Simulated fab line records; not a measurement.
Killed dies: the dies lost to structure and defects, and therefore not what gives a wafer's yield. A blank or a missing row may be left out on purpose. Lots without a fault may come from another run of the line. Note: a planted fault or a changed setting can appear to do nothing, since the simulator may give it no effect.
Chamber matching + flow gf180mcu + GF_V2_CMP_04 on cmp-01 has 4 sister chambers
The step polishes SiO2. 18 wafers are shown with their chamber, then 9 later ones without.

WAFERS PAIRED WITH THEIR CHAMBERS
| wafer  | chamber | motorCurrentA (A) | timeToEndpointS (s) | platenRpm (rpm) |
|--------|---------|-------------------|---------------------|-----------------|
| L074.1 | 1       | 10.8              | 100                 | 59.97           |
| L074.5 | 3       | 13.4              | 93                  | 59.98           |
| L074.6 | 0       | 13.7              | 97                  | 60.01           |
| L075.2 | 3       | 13.3              | 74                  | 59.99           |
| L075.4 | 1       | 11.5              | 90                  | 59.99           |
| L075.5 | 2       | 13.9              | 81                  | 60.01           |
| L076.3 | 1       | 11.0              | 76                  | 60.02           |
| L076.4 | 2       | 13.0              | 78                  | 59.86           |
| L076.5 | 2       | 13.1              | 70                  | 59.98           |
| L079.4 | 3       | 13.5              | 82                  | 59.98           |
| L079.5 | 1       | 11.6              | 87                  | 60.03           |
| L079.6 | 0       | 14.1              | 91                  | 60.04           |
| L082.1 | 3       | 13.2              | 80                  | 59.96           |
| L082.3 | 0       | 13.9              | 78                  | 60.01           |
| L082.5 | 0       | 13.1              | 80                  | 60.00           |
| L088.1 | 0       | 13.5              | 71                  | 60.01           |
| L088.3 | 3       | 13.1              | 78                  | 60.02           |
| L088.4 | 2       | 12.6              | 78                  | 60.02           |

SIGNATURES, as means of the wafers listed above
| reading         | chamber 0 | chamber 1 | chamber 2 | chamber 3 | scatter within a chamber |
|-----------------|-----------|-----------|-----------|-----------|--------------------------|
| motorCurrentA   | 13.660    | 11.225    | 13.150    | 13.300    | 0.381                    |
| timeToEndpointS | 83.40     | 88.25     | 76.75     | 81.40     | 8.45                     |
| platenRpm       | 60.0140   | 60.0025   | 59.9675   | 59.9860   | 0.0391                   |
Rule: distance of a wafer from a chamber = root of the sum over the readings of ((wafer's reading minus chamber's mean) / reading's scatter) squared. The wafer belongs to the nearest chamber; if the next one is less than 2 further off, it can't be placed. How the scatter is found: for the shown wafers, subtract from each reading the mean of its chamber, square and add these, divide the total by (wafers less chambers), then take the root.

WAFERS WITH NO CHAMBER GIVEN
| wafer  | motorCurrentA (A) | timeToEndpointS (s) | platenRpm (rpm) |
|--------|-------------------|---------------------|-----------------|
| L091.2 | 13.1              | 80                  | 59.97           |
| L091.4 | 13.7              | 75                  | 60.00           |
| L091.6 | 13.5              | 81                  | 60.00           |
| L092.1 | 13.5              | 72                  | 60.00           |
| L092.3 | 11.9              | 65                  | 59.95           |
| L092.6 | 13.8              | 68                  | 60.00           |
| L094.1 | 11.4              | 83                  | 59.99           |
| L094.2 | 13.3              | 74                  | 60.02           |
| L094.3 | 13.8              | 79                  | 59.98           |

CHAMBER TAKEN BY EACH
| wafer  | from the rows above               | in truth |
|--------|-----------------------------------|----------|
| L091.2 | can't be placed: 2 or 3 or 0      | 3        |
| L091.4 | can't be placed: 0 or 3 or 2      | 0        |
| L091.6 | can't be placed: 0 or 3 or 2      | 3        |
| L092.1 | can't be placed: 3 or 2 or 0      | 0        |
| L092.3 | can't be placed: 1 or 2 or 3 or 0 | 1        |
| L092.6 | can't be placed: 0 or 3 or 2      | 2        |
| L094.1 | 1                                 | 1        |
| L094.2 | can't be placed: 3 or 2 or 0      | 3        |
| L094.3 | can't be placed: 0 or 3 or 2      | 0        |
Placed correctly: 1 of 9. Unplaceable from these rows: 8, with the true chamber sitting among the candidates in 8. 0 placed wrongly.
